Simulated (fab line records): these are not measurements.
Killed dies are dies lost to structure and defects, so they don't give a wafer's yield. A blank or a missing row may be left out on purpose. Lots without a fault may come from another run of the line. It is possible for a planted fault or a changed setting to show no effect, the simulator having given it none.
Lot-split experiment + flow sky130 + on a route of 708 steps: 5 lots, 23 wafers read

## SPLIT DETAILS
At SKY_VT_ADJUST_PCH_IMPLANT_08, the setting doseCm2 was moved away from the recipe's 5e+11 on 8 of the 23 wafers read, by -6.5% to +4.2%. The other wafers ran this setting at the recipe's value.

## FROM THE SPLIT ON TO THE READING: in between, the file shows 1 step
- SKY_VT_ADJUST_PCH_STRIP_09: strips in O2/N2

## THE READING
VT_ADJUST_PCH_TW, at SKY_VT_ADJUST_PCH_TW_MEAS_10. On this fab line, fault-free wafers typically give 144.1 with a standard deviation of 0.97.

| wafer  | tool, chamber at the split | doseCm2 as run | against the recipe | VT_ADJUST_PCH_TW | against lot-mates on the recipe |
|--------|----------------------------|----------------|--------------------|------------------|---------------------------------|
| L076.2 | implanter-01, 0            | 5e+11          | recipe             | 145.3            | -                               |
| L076.4 | implanter-01, 0            | 5e+11          | recipe             | 145.6            | -                               |
| L076.5 | implanter-01, 0            | 5e+11          | recipe             | 145.7            | -                               |
| L077.1 | implanter-03, 0            | 4.673e+11      | -6.5%              | 142.1            | -2.0                            |
| L077.2 | implanter-03, 0            | 5e+11          | recipe             | 144.0            | -                               |
| L077.4 | implanter-03, 0            | 4.673e+11      | -6.5%              | 141.4            | -2.7                            |
| L077.5 | implanter-03, 0            | 4.673e+11      | -6.5%              | 141.6            | -2.5                            |
| L077.6 | implanter-03, 0            | 5e+11          | recipe             | 144.2            | -                               |
| L082.1 | implanter-03, 0            | 4.784e+11      | -4.3%              | 140.7            | -2.2                            |
| L082.2 | implanter-03, 0            | 4.784e+11      | -4.3%              | 140.8            | -2.1                            |
| L082.3 | implanter-03, 0            | 5e+11          | recipe             | 142.8            | -                               |
| L082.4 | implanter-03, 0            | 4.784e+11      | -4.3%              | 141.1            | -1.8                            |
| L082.6 | implanter-03, 0            | 5e+11          | recipe             | 142.9            | -                               |
| L083.1 | implanter-04, 0            | 5e+11          | recipe             | 144.3            | -                               |
| L083.2 | implanter-04, 0            | 5e+11          | recipe             | 144.6            | -                               |
| L083.3 | implanter-04, 0            | 5.211e+11      | +4.2%              | 146.4            | +2.0                            |
| L083.4 | implanter-04, 0            | 5e+11          | recipe             | 144.4            | -                               |
| L083.6 | implanter-04, 0            | 5.211e+11      | +4.2%              | 145.9            | +1.5                            |
| L084.1 | implanter-01, 0            | 5e+11          | recipe             | 143.7            | -                               |
| L084.2 | implanter-01, 0            | 5e+11          | recipe             | 143.6            | -                               |
| L084.3 | implanter-01, 0            | 5e+11          | recipe             | 143.4            | -                               |
| L084.5 | implanter-01, 0            | 5e+11          | recipe             | 142.5            | -                               |
| L084.6 | implanter-01, 0            | 5e+11          | recipe             | 143.3            | -                               |

FIT RESULTS
A straight line over all 23 wafers: VT_ADJUST_PCH_TW changes by +0.471 for each +1% of doseCm2; r = +0.83; the points scatter about the line by 0.97.
The same after taking each lot's own level away (the mean of its wafers on the recipe; 23 wafers): +0.396 for each +1%; r = +0.97; scatter 0.3.
That fit puts the effect of the largest move of doseCm2 on the reading at 2.6.
Across the lots, their own levels run from 142.85 to 145.53, a range of 2.8 times the standard deviation given above.
So the slope is not independent of the lot-to-lot level: the two fits are not the same.
Check: with one of the wafers moved furthest among these (-6.5%) left out of the fit, the line predicts -2.75 for it against its lot-mates. It came out at -2 against them.

## OTHER SPLITS APPLIED TO THESE WAFERS
Other splits were also applied to these wafers ahead of the reading. Each is held against what the fit with the lots' levels taken away leaves over:
| other split on the same wafers        | wafers away from the commonest value | r with VT_ADJUST_PCH_TW (lot level and that fit taken away) |
|---------------------------------------|--------------------------------------|-------------------------------------------------------------|
| SKY_VT_ADJUST_NCORE_EXPOSE_04 doseMj  | 8                                    | -0.20                                                       |
| SKY_VT_ADJUST_HVTR_COAT_02 spinRpm    | 8                                    | -0.17                                                       |
| SKY_VT_ADJUST_HVTR_IMPLANT_09 doseCm2 | 5                                    | +0.31                                                       |

## THE FILE'S OWN FIT
VT_ADJUST_PCH_TW changes by +0.395 for each +1% of doseCm2, r = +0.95.
